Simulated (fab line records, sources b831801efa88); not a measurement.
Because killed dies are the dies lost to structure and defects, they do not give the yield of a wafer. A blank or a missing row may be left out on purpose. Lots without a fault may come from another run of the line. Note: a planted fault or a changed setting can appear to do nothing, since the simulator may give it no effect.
The tool behind it: which one? + flow gf180mcu + 13 lots, 38 wafers sampled, at 4 steps of a route of 602

== WHAT THE GAUGES READ, wafer by wafer ==
GF_PASSIVATION_THK_MEAS_03. Usual: PASSIVATION_CVD_02_THK typically reads 701 nm, with standard deviation 8.3.
| lot  | measured     | on            | PASSIVATION_CVD_02_THK (nm) | flag |
|------|--------------|---------------|-----------------------------|------|
| L809 | day 28 01:48 | film metro-04 | 696 699 706                 |      |
| L810 | day 28 13:02 | film metro-02 | 698 703 693                 |      |
| L811 | day 28 18:51 | film metro-01 | 698 702 701                 |      |
| L812 | day 29 02:52 | film metro-01 | 693 693 694                 |      |
| L814 | day 29 19:10 | film metro-02 | 697 700 699                 |      |
| L815 | day 29 22:20 | film metro-01 | 706 707 710                 |      |
| L816 | day 30 04:26 | film metro-04 | 702 709 704                 |      |
| L818 | day 30 23:05 | film metro-01 | 704 705 703                 |      |
| L819 | day 31 04:58 | film metro-04 | 698 686 705                 |      |
| L821 | day 31 21:16 | film metro-01 | 699 691 707                 |      |
| L823 | day 32 07:24 | film metro-02 | 688 695 708                 |      |
| L827 | day 33 03:44 | film metro-02 | 698 706 710                 |      |
| L831 | day 34 01:51 | film metro-01 | 698 696                     |      |

== WHAT TOOL EACH LOT RAN ON (gives the tool, then ch and the chambers of the sampled wafers, and finally the start) ==
| lot  | GF_M5_SOFTBAKE_03                 | GF_M5_METAL_ETCH_10               | GF_PASSIVATION_CVD_02           |
|------|-----------------------------------|-----------------------------------|---------------------------------|
| L809 | litho track-01 ch 0, day 25 19:10 | rie metal-04 ch 0,1, day 26 05:26 | pecvd-02 ch 0,1,2, day 28 01:31 |
| L810 | litho track-03 ch 0, day 26 06:07 | rie metal-02 ch 0,1, day 26 16:26 | pecvd-01 ch 0,1,2, day 28 12:44 |
| L811 | litho track-03 ch 0, day 26 13:49 | rie metal-01 ch 0,1, day 26 23:41 | pecvd-02 ch 0,1,2, day 28 18:34 |
| L812 | litho track-03 ch 0, day 26 21:43 | rie metal-01 ch 0,1, day 27 08:11 | pecvd-04 ch 0,1,2, day 29 02:35 |
| L814 | litho track-03 ch 0, day 27 14:10 | rie metal-04 ch 0,1, day 28 00:08 | pecvd-01 ch 0,1,2, day 29 18:53 |
| L815 | litho track-03 ch 0, day 27 18:10 | rie metal-01 ch 0,1, day 28 04:32 | pecvd-02 ch 0,1,2, day 29 22:01 |
| L816 | litho track-01 ch 0, day 28 01:01 | rie metal-04 ch 0,1, day 28 10:17 | pecvd-04 ch 0,2, day 30 04:09   |
| L818 | litho track-03 ch 0, day 28 20:07 | rie metal-04 ch 0,1, day 29 05:50 | pecvd-02 ch 0,2, day 30 22:47   |
| L819 | litho track-01 ch 0, day 29 02:14 | rie metal-02 ch 0,1, day 29 11:46 | pecvd-01 ch 0,2, day 31 04:41   |
| L821 | litho track-04 ch 0, day 29 20:33 | rie metal-04 ch 0,1, day 30 06:26 | pecvd-04 ch 0,1,2, day 31 20:59 |
| L823 | litho track-03 ch 0, day 30 06:25 | rie metal-04 ch 0,1, day 30 15:26 | pecvd-02 ch 0,2, day 32 07:07   |
| L827 | litho track-03 ch 0, day 31 05:46 | rie metal-01 ch 0,1, day 31 14:17 | pecvd-02 ch 1,2, day 33 03:19   |
| L831 | litho track-03 ch 0, day 32 05:04 | rie metal-02 ch 1, day 32 13:38   | pecvd-01 ch 0,1, day 34 01:34   |
- GF_M5_SOFTBAKE_03: time 60 s.
- GF_M5_METAL_ETCH_10: etches the open film in Cl2/BCl3, stops on SiO2, target depth 750.8 nm, time 125.1 s.
- GF_PASSIVATION_CVD_02: deposits Si3N4, target thk 700 nm, time 486.18 s.

== WHAT THE TOOLS THEMSELVES READ (means of the sampled wafers that have a number; where no wafer has one, the mark that the record gives instead) ==
GF_M5_SOFTBAKE_03. Usual: run length s 88.90 s, standard deviation 0.21.
| lot  | tool           | run length s (s) | flag |
|------|----------------|------------------|------|
| L809 | litho track-01 | 89.06            |      |
| L810 | litho track-03 | 88.74            |      |
| L811 | litho track-03 | 88.72            |      |
| L812 | litho track-03 | 88.71            |      |
| L814 | litho track-03 | 88.81            |      |
| L815 | litho track-03 | 88.66            |      |
| L816 | litho track-01 | 88.99            |      |
| L818 | litho track-03 | 88.79            |      |
| L819 | litho track-01 | 88.96            |      |
| L821 | litho track-04 | 89.21            |      |
| L823 | litho track-03 | 88.66            |      |
| L827 | litho track-03 | 90.52            | OFF  |
| L831 | litho track-03 | 93.63            | OFF  |

GF_M5_METAL_ETCH_10. Usual: drypump motor current A 5.7 A, standard deviation 0.43; oes product au 0.990 a.u., standard deviation 0.0063; throttle valve pct 28.229 %, standard deviation 0.0093.
| lot  | tool         | drypump motor current A (A) | oes product au (a.u.) | throttle valve pct (%) | flag |
|------|--------------|-----------------------------|-----------------------|------------------------|------|
| L809 | rie metal-04 | 6.0                         | 0.989                 | 28.222                 |      |
| L810 | rie metal-02 | 5.7                         | 0.987                 | 28.233                 |      |
| L811 | rie metal-01 | 5.4                         | 0.999                 | 28.228                 |      |
| L812 | rie metal-01 | 5.4                         | 0.995                 | 28.228                 |      |
| L814 | rie metal-04 | 6.1                         | 0.990                 | 28.228                 |      |
| L815 | rie metal-01 | 5.4                         | 0.991                 | 28.221                 |      |
| L816 | rie metal-04 | 6.1                         | 0.990                 | 28.227                 |      |
| L818 | rie metal-04 | 5.8                         | 0.996                 | 28.233                 |      |
| L819 | rie metal-02 | 5.7                         | 0.986                 | 28.220                 |      |
| L821 | rie metal-04 | 5.8                         | 0.989                 | 28.228                 |      |
| L823 | rie metal-04 | 5.8                         | 0.997                 | 28.225                 |      |
| L827 | rie metal-01 | 5.1                         | 0.998                 | 28.232                 |      |
| L831 | rie metal-02 | 5.9                         | 0.988                 | 28.233                 |      |

GF_PASSIVATION_CVD_02. Usual: heater power outer w 422 W, standard deviation 60; heater power w 721 W, standard deviation 91.
| lot  | tool     | heater power outer w (W) | heater power w (W) | flag |
|------|----------|--------------------------|--------------------|------|
| L809 | pecvd-02 | 390                      | 676                |      |
| L810 | pecvd-01 | 406                      | 687                |      |
| L811 | pecvd-02 | 423                      | 727                |      |
| L812 | pecvd-04 | 460                      | 761                |      |
| L814 | pecvd-01 | 425                      | 711                |      |
| L815 | pecvd-02 | 372                      | 657                |      |
| L816 | pecvd-04 | 483                      | 860                |      |
| L818 | pecvd-02 | 438                      | 767                |      |
| L819 | pecvd-01 | 450                      | 768                |      |
| L821 | pecvd-04 | 458                      | 763                |      |
| L823 | pecvd-02 | 420                      | 725                |      |
| L827 | pecvd-02 | 377                      | 638                |      |
| L831 | pecvd-01 | 438                      | 751                |      |

== THE ANSWER, worked out from the rows above alone ==
Rule: take the mean of a lot's wafers that have a number; if it is more than 3 standard deviations from the usual mean, the lot is off. A lot without any number at a reading at which 4 lots or more have one is off too. All remaining lots with rows at the step are treated as sound. Order of review: gauges by route order, followed by the tools' own readings, for which a lot's mean as printed above is used. At the first step where some lot is off, the reading lying furthest off is the one used; lots without a number count as furthest.
Off: L827, L831 (GF_M5_SOFTBAKE_03, run length s).
If a tool, at that step or one of the process steps before it, ran each lot that is off and ran no sound lot following the first of them, it fits. One fits: GF_M5_SOFTBAKE_03 on litho track-03. A fault onset in the window from L823 (day 30 06:25, its last sound lot) to L827 (day 31 05:46, its first lot off) fits.
On the lots that are off, the tool's own readings at GF_M5_SOFTBAKE_03 differ by more than 5 times the standard deviation of the sound lots' means, which bears it out; run length s reads 92.07 s there versus 88.85 s on the sound lots.

== WHAT HAD BEEN PUT IN BY THE SIMULATOR ==
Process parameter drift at GF_M5_SOFTBAKE_03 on litho track-03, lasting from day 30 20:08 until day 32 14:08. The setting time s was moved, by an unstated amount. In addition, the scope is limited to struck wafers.
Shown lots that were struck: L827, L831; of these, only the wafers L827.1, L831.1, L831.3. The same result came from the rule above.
